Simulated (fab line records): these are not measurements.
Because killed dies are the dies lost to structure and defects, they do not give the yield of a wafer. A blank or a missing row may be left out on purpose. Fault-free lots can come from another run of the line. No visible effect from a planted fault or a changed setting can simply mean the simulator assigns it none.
A single fault, viewed from 2 desks    flow sky130    each desk holds nothing but its own numbers, with what lay behind them at the end

## FROM THE METROLOGY DESK
Means of the sampled wafers that have a number, per lot and without regard to the tool the lot ran on: this is what the gauges read. Any lot whose mean is over 4 standard deviations away from the usual mean is out of limits and marked OUT; that distance is given in the brackets.
Columns: A = CAP2M_TIN_THK at SKY_CAP2M_THK_MEAS_04, usual 202.7 nm
lot   first seen here  A
L798  day 39 18:36     202.4
L801  day 40 15:38     204.6
L802  day 41 00:08     205.4
L804  day 41 16:42     202.4
L805  day 41 23:08     200.1
L809  day 42 20:54     201.5
L810  day 43 10:40     201.9
L811  day 43 21:56     201.7
L812  day 44 04:17     201.5
L816  day 45 02:46     205.4
L817  day 45 05:22     202.6
L818  day 45 11:19     200.9
Result from this desk: across the 12 lots, nothing is out of limits.

## AT THE TOOL OWNER'S DESK: cmp-02
The tool's own readings at SKY_VIA4_CMP_02 (polishes SiO2): means of the sampled wafers that have a number, for each lot that ran on this tool. Any lot whose mean is over 4 standard deviations away from the usual mean is out of limits and marked OUT; that distance is given in the brackets.
Columns: A = headPressurePsi at SKY_VIA4_CMP_02, usual 4.000 psi; B = motorCurrentA at SKY_VIA4_CMP_02, usual 11.7 A; C = slurryFilterDpKPa at SKY_VIA4_CMP_02, usual 13.49 kPa
lot   first seen here  A      B     C
L798  day 41 20:35     4.011  11.9  13.50
L801  day 42 16:08     4.001  12.7  13.48
L804  day 43 16:25     4.002  12.5  13.41
L805  day 43 22:52     4.001  12.7  13.59
L809  day 44 19:45     4.004  12.1  13.38
L810  day 45 08:30     4.003  11.6  13.36
L816  day 46 22:26     4.015  11.3  13.32
L817  day 47 00:51     4.004  11.8  13.63
L818  day 47 06:44     3.998  12.2  13.54
Result from this desk: across the 9 lots, nothing is out of limits.

## PUT TOGETHER
Nothing out of limits was seen by the metrology desk.
Nothing out of limits was seen by the tool owner's desk.

## WHAT HAD BEEN PUT IN BY THE SIMULATOR
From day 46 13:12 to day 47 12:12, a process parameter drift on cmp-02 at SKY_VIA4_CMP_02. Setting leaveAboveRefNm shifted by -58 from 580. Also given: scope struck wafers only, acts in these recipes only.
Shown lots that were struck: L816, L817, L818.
